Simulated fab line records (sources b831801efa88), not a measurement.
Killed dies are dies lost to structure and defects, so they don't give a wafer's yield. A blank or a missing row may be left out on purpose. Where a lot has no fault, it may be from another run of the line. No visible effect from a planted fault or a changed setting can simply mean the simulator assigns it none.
Lot-split experiment + flow sfq_line + 5 lots, 23 wafers read, on a route of 325 steps

== SPLIT DETAILS ==
At SFQ_TRILAYER_L0_VIA_LITHO_PEB_016 (peb time 60 s), the setting peb_time_s was moved away from the recipe's 60 s on 11 of the 23 wafers read, by -11.7% to +12.9%. For the rest of the wafers, this setting stayed at what the recipe calls for.

== SPLIT TO READING: what lies between them in the file, 1 step ==
- SFQ_TRILAYER_L0_VIA_LITHO_DEVELOP_015: time 60 s

== THE READING ==
L0V.cd_nm (the simulator's own value, which no gauge read), in nm, at SFQ_TRILAYER_L0_VIA_BARC_OPEN_VIA_ETCH_021 (etches BARC in O2, target depth 125 nm, time 41.7 s). The file does not state a usual value for it. Here, 12 wafers ran the recipe; their average is 700.4 nm with a standard deviation of 0.81 nm.

| wafer  | tool, chamber at the split | peb_time_s as run, s | against the recipe | L0V.cd_nm, nm | against lot-mates on the recipe |
|--------|----------------------------|----------------------|--------------------|---------------|---------------------------------|
| L076.1 | litho_track-03, 0          | 60                   | recipe             | 699.5         | -                               |
| L076.2 | litho_track-03, 0          | 60                   | recipe             | 699.1         | -                               |
| L076.3 | litho_track-03, 0          | 67.27                | +12.1%             | 715           | +15.7                           |
| L076.5 | litho_track-03, 0          | 67.27                | +12.1%             | 714.6         | +15.3                           |
| L076.6 | litho_track-03, 0          | 67.27                | +12.1%             | 716           | +16.7                           |
| L081.2 | litho_track-04, 0          | 60                   | recipe             | 701.4         | -                               |
| L081.3 | litho_track-04, 0          | 60                   | recipe             | 700.2         | -                               |
| L081.6 | litho_track-04, 0          | 60                   | recipe             | 701.9         | -                               |
| L082.1 | litho_track-03, 0          | 52.95                | -11.7%             | 681.7         | -19.2                           |
| L082.2 | litho_track-03, 0          | 60                   | recipe             | 700.9         | -                               |
| L082.3 | litho_track-03, 0          | 52.95                | -11.7%             | 681           | -19.9                           |
| L082.5 | litho_track-03, 0          | 52.95                | -11.7%             | 682.9         | -18.0                           |
| L082.6 | litho_track-03, 0          | 60                   | recipe             | 700.9         | -                               |
| L083.1 | litho_track-01, 0          | 60                   | recipe             | 700.8         | -                               |
| L083.2 | litho_track-01, 0          | 60                   | recipe             | 699.8         | -                               |
| L083.3 | litho_track-01, 0          | 67.77                | +12.9%             | 716.1         | +15.8                           |
| L083.5 | litho_track-01, 0          | 67.77                | +12.9%             | 717.5         | +17.2                           |
| L083.6 | litho_track-01, 0          | 60                   | recipe             | 700.4         | -                               |
| L084.1 | litho_track-01, 0          | 60                   | recipe             | 700.1         | -                               |
| L084.2 | litho_track-01, 0          | 55.64                | -7.3%              | 687.6         | -12.1                           |
| L084.3 | litho_track-01, 0          | 60                   | recipe             | 699.4         | -                               |
| L084.4 | litho_track-01, 0          | 55.64                | -7.3%              | 689.8         | -10.0                           |
| L084.6 | litho_track-01, 0          | 55.64                | -7.3%              | 689.4         | -10.4                           |

THE FIT
A straight line over all 23 wafers: L0V.cd_nm changes by +1.39 nm for each +1% of peb_time_s; r = +0.99; the points scatter about the line by 1.3 nm.
The same after taking each lot's own level away (the mean of its wafers on the recipe; 23 wafers): +1.42 nm for each +1%; r = +1.00; scatter 1.1 nm.
The reading moves by 18 nm for the largest change in peb_time_s, on that fit.
From 699.30 to 701.17 nm: that is the span of the lots' own levels, equal to 2.3 times the standard deviation above.
The two slopes are in agreement: the lot-to-lot level therefore moves the slope only a little.
Check: for one of the wafers moved furthest among these (+12.9%), held out of the fit, the line's prediction against its lot-mates is +18.1 nm. It came out at +15.8 nm against them.

== OTHER SPLITS ON THESE WAFERS ==
Other splits were also applied to these wafers ahead of the reading. Each is held against what the fit with the lots' levels taken away leaves over:
| other split on the same wafers               | wafers away from the commonest value | r with L0V.cd_nm (lot level and that fit taken away) |
|----------------------------------------------|--------------------------------------|------------------------------------------------------|
| SFQ_TRILAYER_L0_LITHO_COAT_005 resist_thk_nm | 4                                    | -0.16                                                |
| SFQ_TRILAYER_L0_VIA_LITHO_COAT_018 spin_rpm  | 5                                    | -0.06                                                |

== THE FILE'S OWN FIT ==
L0V.cd_nm changes by +1.4 nm for each +1% of peb_time_s, r = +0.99.
